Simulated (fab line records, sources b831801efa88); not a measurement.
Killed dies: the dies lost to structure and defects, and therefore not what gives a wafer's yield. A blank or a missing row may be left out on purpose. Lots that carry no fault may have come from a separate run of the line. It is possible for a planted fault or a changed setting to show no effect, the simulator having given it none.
Struck lot and sound lot, side by side	flow sky130	34 out of 708 route steps
Sound: these wafers, L209.2, L209.3, L209.4. Wafers L197.4, L197.5, L197.6 were the ones struck. At the end, the cause is stated.
Order at every step that has rows: each side's tool, ch and its chambers, its first start. Under that, the readings that differ: sound wafers	struck wafers	difference of the means	sigmas: that difference in standard deviations of wafers without a fault.
alike: a reading whose means differ by less than 2 such deviations, as well as words and numbers matching on both sides. not compared: withheld readings; readings where some wafer has no value; bounds like >300 that might hide an equal value; numbers whose values overlap and for which the record gives no deviation.
Wherever a step has rows on one side only, a row that says differs or no value, or a row with sigmas, the two part there. Numbers that have no deviation but don't overlap get no sigmas and don't part them. Lack of a reading on every wafer of one side parts them only where that side has two or more wafers.

first, 9 steps without rows for these wafers: SKY_METAL3_DESCUM_15 (chemistry O2, time 8 s); SKY_METAL3_ETCH_16 (etches BARC in N2/H2, stops on SiO2, time 88.2 s, target depth 60 nm); SKY_METAL3_ETCH_17 (etches SiO2 in C4F8/O2/Ar, stops on TiN, time 3.9 s, target depth 15 nm); SKY_METAL3_METAL_ETCH_18 (etches the open film in Cl2/BCl3, stops on SiO2, target depth 845 nm, time 183.1 s); SKY_METAL3_STRIP_19 (strips in O2/N2); SKY_METAL3_STRIP_20 (strips in post etch residue remover, time 1200 s); SKY_METAL3_CLEAN_21 (cleans in IPA, time 180 s); SKY_METAL3_CLEAN_22 (cleans in O3/DIW); SKY_VIA3_HDPCVD_00 (deposits SiO2, target thk 1635 nm, time 272.5 s).
SKY_VIA3_CMP_02: polishes SiO2.
  sound on cmp-01 ch 0,1,2, day 45 00:44; struck on cmp-01 ch 0,1,2, day 41 12:44
  alike: motor-current-A
then, 23 steps without rows for these wafers: SKY_VIA3_DEHYDRATE_04 (time 60 s); SKY_VIA3_HMDS_05 (prime time 60 s); SKY_VIA3_COAT_06 (resist thk 60 nm); SKY_VIA3_COAT_07 (resist thk 450 nm); SKY_VIA3_SOFTBAKE_08 (time 90 s); SKY_VIA3_EXPOSE_09 (exposes mask VIM3, target cd 200 nm); SKY_VIA3_PEB_10; SKY_VIA3_DEVELOP_11 (develop time 60 s); SKY_VIA3_ETCH_14 (etches BARC in N2/H2, stops on SiO2, time 45.9 s, target depth 60 nm); SKY_VIA3_ETCH_15 (etches SiO2 in C4F8/O2/Ar, stops on TiN, target depth 507 nm, time 78 s); SKY_VIA3_STRIP_16 (strips in O2/N2); SKY_VIA3_STRIP_17 (strips in post etch residue remover, time 1200 s); SKY_VIA3_CLEAN_18 (cleans in IPA, time 180 s); SKY_VIA3_CLEAN_19 (cleans in O3/DIW); SKY_VIA3_SPUTTER_20 (material TiN, target thk 20 nm, time 80 s); SKY_VIA3_CVD_21 (deposits W, target thk 390 nm, time 117.31 s); SKY_VIA3_CMP_24 (polishes, stops on SiO2, t overpolish 20 s, target thk 0 nm); SKY_METAL4_SPUTTER_00 (material Ti, target thk 15 nm, time 10 s); SKY_METAL4_SPUTTER_01 (material TiN, target thk 20 nm, time 16.7 s); SKY_METAL4_SPUTTER_02 (material AlCu, target thk 735 nm, time 39.1 s); SKY_METAL4_SPUTTER_03 (material Ti, target thk 5 nm, time 3.3 s); SKY_METAL4_SPUTTER_04 (material TiN, target thk 70 nm, time 58.3 s); SKY_CAP2M_CVD_00 (deposits SiO2, target thk 15.5 nm).
-- the record jumps here: 7 days lie between the struck wafers' starts before and after (it left off in module CAP2M and takes up again in module PAD_OPEN, whose first step shown is number 708 of the route) --
SKY_PAD_OPEN_PROBE_99:
  sound: prober-01 at day 50 21:37; struck: prober-01 at day 48 02:04
reading	sound	struck	difference	sigmas
defect-limited-yield (%)	84.6 82.7 85.6	61.6 60.2 59.3	-23.9	-12
killed_at_M0_to_M3	42 42 36	152 156 161	+116	+16
killed-dies	76 85 71	189 196 200	+118	+12
killed-on-rim	13 15 14	35 43 43	+26	+7
sort_bin_3_pad_short (%)	0.4 1.8 0.6	2.2 1.8 3.3	+1.5	+3
sort_bin_5_function (%)	8.5 11.6 8.5	23.8 25.0 25.8	+15.3	+11
sort_bin_6_memory (%)	6.5 3.9 5.3	12.4 13.0 11.6	+7.1	+6
sort-n-pass	416 407 421	303 296 292	-118	-12
sort-yield-pct (%)	84.6 82.7 85.6	61.6 60.2 59.3	-23.9	-12
model.etest.tester.sort-n-pass	416 407 421	303 296 292	-118	
model.etest.tester.sort-yield-pct (%)	84.55 82.72 85.57	61.59 60.16 59.35	-23.91	
model.etest.tester.sort_bin_5_pct (%)	8.537 11.59 8.537	23.78 25 25.81	+15.31	
model.etest.tester.sort_bin_6_pct (%)	6.504 3.862 5.285	12.4 13.01 11.59	+7.1	
  alike: killed_at_M4_up, killed-at-contacts, killed-at-front-end, killed-at-other, killed-open, killed-short
  not compared: model.etest.tester.sort_bin_3_pct

WHERE THEY PART
Only at SKY_PAD_OPEN_PROBE_99, within this record.

WHY: the cause the simulator had injected
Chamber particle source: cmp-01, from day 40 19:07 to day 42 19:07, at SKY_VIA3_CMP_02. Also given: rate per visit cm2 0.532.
